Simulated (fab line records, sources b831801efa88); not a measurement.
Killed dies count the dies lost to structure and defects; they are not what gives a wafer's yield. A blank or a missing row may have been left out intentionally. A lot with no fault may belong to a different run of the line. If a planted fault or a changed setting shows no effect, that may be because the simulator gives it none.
Which tool is to blame? | flow sky130 | 13 lots, 39 wafers sampled, at 5 steps of a route of 708

== WHAT THE GAUGES READ, wafer by wafer ==
SKY_FIELD_ISO_BOW_MEAS_00. Usual: INCOMING_BOW gives -1 um (standard deviation 5.8).
lot  | measured    | on           | INCOMING_BOW (um) | flag
L553 | day 1 20:02 | filmMetro-01 | 0 -4 -5           | 
L554 | day 2 01:00 | filmMetro-01 | 7 17 -2           | 
L556 | day 2 11:00 | filmMetro-01 | 4 -5 -7           | 
L557 | day 2 16:01 | filmMetro-03 | 0 4 -6            | 
L558 | day 2 21:01 | filmMetro-03 | 2 -6 1            | 
L559 | day 3 02:02 | filmMetro-02 | -12 -5 -8         | 
L560 | day 3 07:02 | filmMetro-01 | -6 2 -4           | 
L564 | day 4 03:01 | filmMetro-03 | -1 -1 -3          | 
L568 | day 4 23:00 | filmMetro-03 | 4 -9 6            | 
L569 | day 5 04:01 | filmMetro-01 | 9 0 9             | 
L570 | day 5 09:00 | filmMetro-03 | 6 0 -1            | 
L572 | day 5 19:00 | filmMetro-02 | 4 9 -5            | 
L573 | day 6 00:00 | filmMetro-02 | 0 2 -1            | 

SKY_FIELD_ISO_THK_MEAS_02. Usual: FIELD_ISO_OXIDATION_00_THK gives 12.06 nm (standard deviation 0.2).
lot  | measured    | on           | FIELD_ISO_OXIDATION_00_THK (nm) | flag
L553 | day 1 22:08 | filmMetro-01 | 12.01 12.16 12.13               | 
L554 | day 2 03:08 | filmMetro-03 | 11.91 11.62 11.70               | 
L556 | day 2 16:51 | filmMetro-01 | 19.54 19.62 19.74               | OFF
L557 | day 2 18:54 | filmMetro-02 | 12.14 11.93 12.01               | 
L558 | day 3 00:11 | filmMetro-01 | 11.98 12.17 11.97               | 
L559 | day 3 05:20 | filmMetro-01 | 19.11 19.15 19.30               | OFF
L560 | day 3 08:39 | filmMetro-02 | 12.49 12.53 12.68               | 
L564 | day 4 04:48 | filmMetro-03 | 12.16 12.10 12.25               | 
L568 | day 5 01:15 | filmMetro-03 | 11.98 12.08 11.99               | 
L569 | day 5 05:40 | filmMetro-01 | 12.05 11.96 12.01               | 
L570 | day 5 10:38 | filmMetro-02 | 11.81 12.00 12.06               | 
L572 | day 5 20:54 | filmMetro-02 | 11.88 12.15 12.07               | 
L573 | day 6 01:38 | filmMetro-03 | 11.98 12.03 12.24               | 

SKY_FIELD_ISO_CD_MEAS_13: the cd target is 150 nm. Usual: cdNm 149.9 nm, standard deviation 2.
lot  | measured    | on       | cdNm (nm)         | flag
L553 | day 2 15:59 | cdSem-02 | 149.3 149.7 149.5 | 
L554 | day 2 19:47 | cdSem-01 | 152.9 150.8 152.1 | 
L556 | day 3 09:08 | cdSem-01 | 150.0 150.2 149.5 | 
L557 | day 3 12:34 | cdSem-02 | 154.1 153.9 155.3 | 
L558 | day 3 18:10 | cdSem-01 | 152.9 151.9 152.4 | 
L559 | day 3 21:26 | cdSem-01 | 151.6 151.7 151.9 | 
L560 | day 4 04:53 | cdSem-02 | 151.4 151.1 153.0 | 
L564 | day 4 23:52 | cdSem-02 | 150.9 150.2 150.9 | 
L568 | day 6 02:11 | cdSem-01 | 151.4 152.1 152.0 | 
L569 | day 6 02:34 | cdSem-02 | 150.2 149.4 150.0 | 
L570 | day 6 08:44 | cdSem-01 | 147.2 147.8 147.9 | 
L572 | day 6 17:35 | cdSem-02 | 147.9 149.0 148.8 | 
L573 | day 6 22:53 | cdSem-02 | 149.7 149.1 150.1 | 

SKY_LDD_HVP_OVL_MEAS_07. Usual: LDD_HVP_OVL gives 0.0 nm (standard deviation 1.3).
lot  | measured     | on         | LDD_HVP_OVL (nm) | flag
L553 | day 22 07:22 | overlay-01 | 1.3 0.2 1.7      | 
L554 | day 22 15:02 | overlay-01 | 1.4 1.2 0.1      | 
L556 | day 23 14:20 | overlay-02 | -0.4 1.1 0.5     | 
L557 | day 23 17:18 | overlay-01 | 0.4 -1.3 -1.5    | 
L558 | day 24 14:18 | overlay-02 | 3.3 -0.5 0.7     | 
L559 | day 24 15:13 | overlay-01 | -0.1 -1.1 -2.2   | 
L560 | day 24 21:24 | overlay-02 | 1.5 1.6 1.0      | 
L564 | day 26 07:44 | overlay-02 | -0.9 0.7 0.0     | 
L568 | day 28 02:44 | overlay-02 | -0.5 0.0 1.0     | 
L569 | day 28 03:50 | overlay-02 | 2.4 -1.1 -1.9    | 
L570 | day 28 09:23 | overlay-02 | 1.1 1.3 1.9      | 
L572 | day 28 19:32 | overlay-01 | -0.7 -0.8 -0.7   | 
L573 | day 29 00:26 | overlay-01 | 1.0 -1.3 1.2     | 

== WHAT TOOL EACH LOT RAN ON (gives the tool, then ch and the chambers of the sampled wafers, and finally the start) ==
lot  | SKY_FIELD_ISO_OXIDATION_01
L553 | furnace-01 ch 0, day 1 20:36
L554 | furnace-01 ch 0, day 2 01:37
L556 | furnace-01 ch 0, day 2 12:34
L557 | furnace-02 ch 0, day 2 17:23
L558 | furnace-02 ch 0, day 2 22:40
L559 | furnace-01 ch 0, day 3 02:07 and furnace-02 ch 0, day 3 03:48
L560 | furnace-01 ch 0, day 3 07:07
L564 | furnace-01 ch 0, day 4 03:17
L568 | furnace-02 ch 0, day 4 23:44
L569 | furnace-02 ch 0, day 5 04:09
L570 | furnace-02 ch 0, day 5 09:07
L572 | furnace-02 ch 0, day 5 19:23
L573 | furnace-02 ch 0, day 6 00:07
- SKY_FIELD_ISO_OXIDATION_01: stabilise 600 s, purge 300 s, target thk 12 nm.

== WHAT THE TOOLS THEMSELVES READ (means of the sampled wafers that have a number; where no wafer has one, the mark that the record gives instead) ==
SKY_FIELD_ISO_OXIDATION_01. Usual: spikeTcTopC 913.0 C, standard deviation 2.7; tube_center_temp_C_max 902.4, standard deviation 0.4.
lot  | tool                  | spikeTcTopC (C) | tube_center_temp_C_max | flag
L553 | furnace-01            | 915.3           | 902.8                  | 
L554 | furnace-01            | 914.7           | 902.4                  | 
L556 | furnace-01            | 915.9           | 902.1                  | 
L557 | furnace-02            | 909.2           | 902.1                  | 
L558 | furnace-02            | 910.3           | 902.1                  | 
L559 | furnace-01/furnace-02 | 912.4           | 902.2                  | 
L560 | furnace-01            | 914.5           | 902.5                  | 
L564 | furnace-01            | 915.6           | 902.5                  | 
L568 | furnace-02            | 909.9           | 902.1                  | 
L569 | furnace-02            | 910.4           | 902.2                  | 
L570 | furnace-02            | 909.6           | 902.3                  | 
L572 | furnace-02            | 911.4           | 902.4                  | 
L573 | furnace-02            | 909.6           | 902.6                  | 

== THE ANSWER, worked out from the rows above alone ==
Rule: lot off if the mean of its wafers having a number is beyond 3 standard deviations from the usual mean. Also off: a lot with no number at a reading for which 4 or more lots have one. The other lots that the step has rows for count as sound. After the gauges, taken in route order, come the tools' own readings; for these a lot's mean is taken, as printed above. The first step at which some lot is off is used, and at that step the reading that is off furthest; a lot without a number counts as furthest.
Off: L556, L559, seen at SKY_FIELD_ISO_THK_MEAS_02 (FIELD_ISO_OXIDATION_00_THK).
If a tool, at a process step before that reading, ran all the lots that are off and no sound lot after the first of them, it fits. Gauges at SKY_FIELD_ISO_THK_MEAS_02: tried the same way as those tools. Not one of the candidates tried fits.

== WHAT WAS PUT IN BY THE SIMULATOR ==
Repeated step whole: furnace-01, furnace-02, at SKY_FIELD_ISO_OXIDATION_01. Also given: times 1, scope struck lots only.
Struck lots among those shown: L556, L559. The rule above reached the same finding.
